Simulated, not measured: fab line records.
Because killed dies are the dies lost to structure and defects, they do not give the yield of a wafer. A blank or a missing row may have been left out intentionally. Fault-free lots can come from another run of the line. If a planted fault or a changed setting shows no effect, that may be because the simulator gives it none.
The tool behind it: which one?	flow sky130	13 lots, 39 wafers sampled, at 2 steps of a route of 708

== WHAT THE GAUGES SHOWED, per wafer ==
SKY_POLY_GATE_THK_MEAS_01. Usual: for POLY_GATE_CVD_00_THK the level is 178.8 nm and the standard deviation is 1.5.
lot	measured	on	POLY_GATE_CVD_00_THK (nm)	flag
L865	day 13 14:16	film_metro-01	179.7 179.9 181.4	
L866	day 13 21:38	film_metro-01	179.7 177.6 178.1	
L867	day 14 10:22	film_metro-01	176.9 179.2 178.6	
L868	day 14 14:57	film_metro-02	179.9 180.5 180.0	
L869	day 15 00:49	film_metro-01	178.5 180.2 178.3	
L870	day 15 08:49	film_metro-02	178.8 178.1 178.2	
L873	day 16 16:58	film_metro-02	176.9 176.7 176.0	
L875	day 18 05:35	film_metro-01	177.8 177.1 176.7	
L876	day 18 12:31	film_metro-01	178.0 177.1 179.0	
L878	day 18 20:11	film_metro-02	180.3 179.7 179.5	
L879	day 19 00:37	film_metro-02	178.9 179.5 178.2	
L885	day 21 04:50	film_metro-01	163.8 163.0 164.0	OFF
L887	day 21 17:25	film_metro-02	179.1 178.3 179.8	

== WHICH TOOL RAN EACH LOT (tool, then ch and the chambers of the sampled wafers, then the start) ==
lot	SKY_POLY_GATE_CVD_00
L865	lpcvd-01 ch 1, day 13 13:02
L866	lpcvd-01 ch 1, day 13 20:25
L867	lpcvd-01 ch 0, day 14 08:32
L868	lpcvd-01 ch 1, day 14 13:44
L869	lpcvd-01 ch 0, day 14 23:36
L870	lpcvd-01 ch 1, day 15 07:37
L873	lpcvd-01 ch 1, day 16 15:45
L875	lpcvd-01 ch 1, day 18 04:22
L876	lpcvd-01 ch 1, day 18 11:19
L878	lpcvd-01 ch 0, day 18 18:58
L879	lpcvd-01 ch 1, day 18 23:24
L885	lpcvd-01 ch 1, day 21 03:38
L887	lpcvd-01 ch 0, day 21 16:13
- SKY_POLY_GATE_CVD_00: deposits poly-Si, target thk 180 nm, time 720 s.

== AS READ BY THE TOOLS THEMSELVES (means over the sampled wafers that have a number; for cases with no such wafer, the mark the record gives instead) ==
SKY_POLY_GATE_CVD_00. Usual: spike_tc_bottom_C 639.0 C, standard deviation 1.8; spike_tc_lower_C 619.5 C, standard deviation 1.3; spike_tc_upper_C 619.5 C, standard deviation 1.1; susceptor_temp_C 619.9 C, standard deviation 0.32.
lot	tool	spike_tc_bottom_C (C)	spike_tc_lower_C (C)	spike_tc_upper_C (C)	susceptor_temp_C (C)	flag
L865	lpcvd-01	637.6	620.1	619.1	620.0	
L866	lpcvd-01	637.3	618.2	619.8	619.4	
L867	lpcvd-01	641.0	620.9	619.4	619.9	
L868	lpcvd-01	637.7	618.1	619.7	620.2	
L869	lpcvd-01	640.7	620.6	618.6	619.8	
L870	lpcvd-01	638.8	619.4	620.0	620.1	
L873	lpcvd-01	637.3	618.7	619.7	620.1	
L875	lpcvd-01	637.4	618.2	618.7	619.9	
L876	lpcvd-01	637.7	618.2	619.7	619.7	
L878	lpcvd-01	640.4	621.5	619.4	620.3	
L879	lpcvd-01	637.3	619.6	619.4	620.0	
L885	lpcvd-01	633.6	614.0	615.6	615.7	OFF
L887	lpcvd-01	640.7	619.9	619.8	619.8	

== THE ANSWER, worked out from the rows above alone ==
Rule: take the mean of a lot's wafers that have a number; if it is more than 3 standard deviations from the usual mean, the lot is off. A lot without any number at a reading at which 4 lots or more have one is off too. Where the step has rows for the other lots, those lots are counted as sound. The gauges are gone through in route order, then the tools' own readings, and for those a lot's mean is taken as printed above. At the first step where some lot is off, the reading lying furthest off is the one used; lots without a number count as furthest.
Off: L885, at SKY_POLY_GATE_THK_MEAS_01 (POLY_GATE_CVD_00_THK).
A tool fits if, at a process step before that reading, it ran every lot that is off, and no sound lot after the first of them. Not tried: the gauges at SKY_POLY_GATE_THK_MEAS_01; whatever is off there is also off at SKY_POLY_GATE_CVD_00, on other tools, and gauge error can't account for it. None of those tried fits.

== WHAT THE SIMULATOR HAD INSERTED ==
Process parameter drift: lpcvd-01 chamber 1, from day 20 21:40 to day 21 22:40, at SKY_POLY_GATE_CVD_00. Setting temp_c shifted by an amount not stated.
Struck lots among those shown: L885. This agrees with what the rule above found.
